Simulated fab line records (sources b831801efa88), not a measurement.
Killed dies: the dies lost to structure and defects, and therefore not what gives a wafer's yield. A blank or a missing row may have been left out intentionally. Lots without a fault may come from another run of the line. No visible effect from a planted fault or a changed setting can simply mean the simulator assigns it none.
Shared-tool check	flow sky130	Lots sampled 12, wafers sampled 36

## REASON IT WAS OPENED
At SKY_VT_ADJUST_HVTR_TW_MEAS_11 the reading VT_ADJUST_HVTR_TW is flagged on 2 of 12 lots. Wafers without a fault read 209.6, standard deviation 1.5.
Rule: flag the lot when none of its wafers has a number, or when each of its wafers that has one lies beyond 4 standard deviations from that mean. All remaining lots are regarded as sound.

lot	measured	on	VT_ADJUST_HVTR_TW, wafer by wafer	flag
L493	day 9 16:10	film metro-04	209.0 209.0 209.9	
L495	day 10 02:17	film metro-04	207.3 207.6 208.0	
L496	day 10 06:23	film metro-03	210.2 209.6 209.9	
L497	day 10 14:43	film metro-03	209.6 210.6 209.9	
L498	day 10 23:14	film metro-01	210.9 212.1 210.1	
L499	day 11 08:50	film metro-03	209.9 210.2 211.8	
L501	day 11 19:17	film metro-04	208.4 206.3 207.7	
L503	day 12 16:49	film metro-01	235.3 235.7 236.1	FLAGGED
L504	day 12 18:40	film metro-03	209.1 209.4 210.8	
L505	day 13 01:56	film metro-04	234.4 234.0 234.0	FLAGGED
L512	day 15 13:58	film metro-04	208.4 209.0 209.0	
L516	day 16 14:13	film metro-03	212.7 212.4 213.1	
The mean of the flagged lots' numbers is 234.9, +25.3 from the usual (+17 standard deviations).

## WHICH TOOL EACH LOT WENT THROUGH
Before the reading, the record contains 2 process steps out of a 708-step route. Each cell gives the tool, then ch followed by the chambers the sampled wafers passed through, then the start.
lot	flag	SKY_VT_ADJUST_LVTN_STRIP_20	SKY_VT_ADJUST_HVTR_IMPLANT_09
L493		plasma asher-01 ch 0,1, day 7 20:58	implanter-02 ch 0, day 9 15:55
L495		plasma asher-04 ch 0,1, day 8 06:01	implanter-02 ch 0, day 10 02:02
L496		plasma asher-01 ch 0,1, day 8 09:08	implanter-02 ch 0, day 10 06:08
L497		plasma asher-02 ch 0,1, day 8 18:22	implanter-04 ch 0, day 10 14:28
L498		plasma asher-01 ch 0,1, day 9 01:47	implanter-01 ch 0, day 10 22:59
L499		plasma asher-01 ch 0,1, day 9 12:22	implanter-02 ch 0, day 11 08:35
L501		plasma asher-01 ch 0,1, day 9 20:42	implanter-01 ch 0, day 11 19:04
L503	FLAGGED	plasma asher-01 ch 0,1, day 10 16:56	implanter-01 ch 0, day 12 16:35
L504		plasma asher-04 ch 0,1, day 10 18:02	implanter-04 ch 0, day 12 18:26
L505	FLAGGED	plasma asher-02 ch 0,1, day 11 00:26	implanter-01 ch 0, day 13 01:41
L512		plasma asher-02 ch 0,1, day 13 08:17	implanter-02 ch 0, day 15 13:44
L516		plasma asher-02 ch 0,1, day 14 06:16	implanter-01 ch 0, day 16 13:58
What these steps do:
- SKY_VT_ADJUST_LVTN_STRIP_20: strips in O2/N2.
- SKY_VT_ADJUST_HVTR_IMPLANT_09
- SKY_VT_ADJUST_HVTR_TW_MEAS_11

## FLAGGED AGAINST TOTAL, ONE TOOL AT A TIME (gauges that did the reading follow at the end)
step	tool	lots run	flagged	share of the flagged lots	sound lots run after its first flagged lot
SKY_VT_ADJUST_LVTN_STRIP_20	plasma asher-01	6	1	some	0
SKY_VT_ADJUST_LVTN_STRIP_20	plasma asher-02	4	1	some	2 (L512,L516)
SKY_VT_ADJUST_LVTN_STRIP_20	plasma asher-04	2	0	none	-
SKY_VT_ADJUST_HVTR_IMPLANT_09	implanter-01	5	2	all	1 (L516)
SKY_VT_ADJUST_HVTR_IMPLANT_09	implanter-02	5	0	none	-
SKY_VT_ADJUST_HVTR_IMPLANT_09	implanter-04	2	0	none	-
SKY_VT_ADJUST_HVTR_TW_MEAS_11	film metro-01	2	1	some	0
SKY_VT_ADJUST_HVTR_TW_MEAS_11	film metro-03	5	0	none	-
SKY_VT_ADJUST_HVTR_TW_MEAS_11	film metro-04	5	1	some	1 (L512)

## WHAT THE TABLE ALLOWS
In the table, 1 row covers all flagged lots: implanter-01 at SKY_VT_ADJUST_HVTR_IMPLANT_09.
- implanter-01 at SKY_VT_ADJUST_HVTR_IMPLANT_09 ran 5 lots, 2 of them flagged. Lots that were sound ran on it after the first flagged one (L516); a persistent fault on the entire tool would not allow that. Its own readings (dose ions cm2, faraday current uA) fall more than 4 standard deviations out on all wafers of the flagged lots.
No row of the table ran every flagged lot and no sound lot after the first.

## WHAT THE SIMULATOR HAD INSERTED
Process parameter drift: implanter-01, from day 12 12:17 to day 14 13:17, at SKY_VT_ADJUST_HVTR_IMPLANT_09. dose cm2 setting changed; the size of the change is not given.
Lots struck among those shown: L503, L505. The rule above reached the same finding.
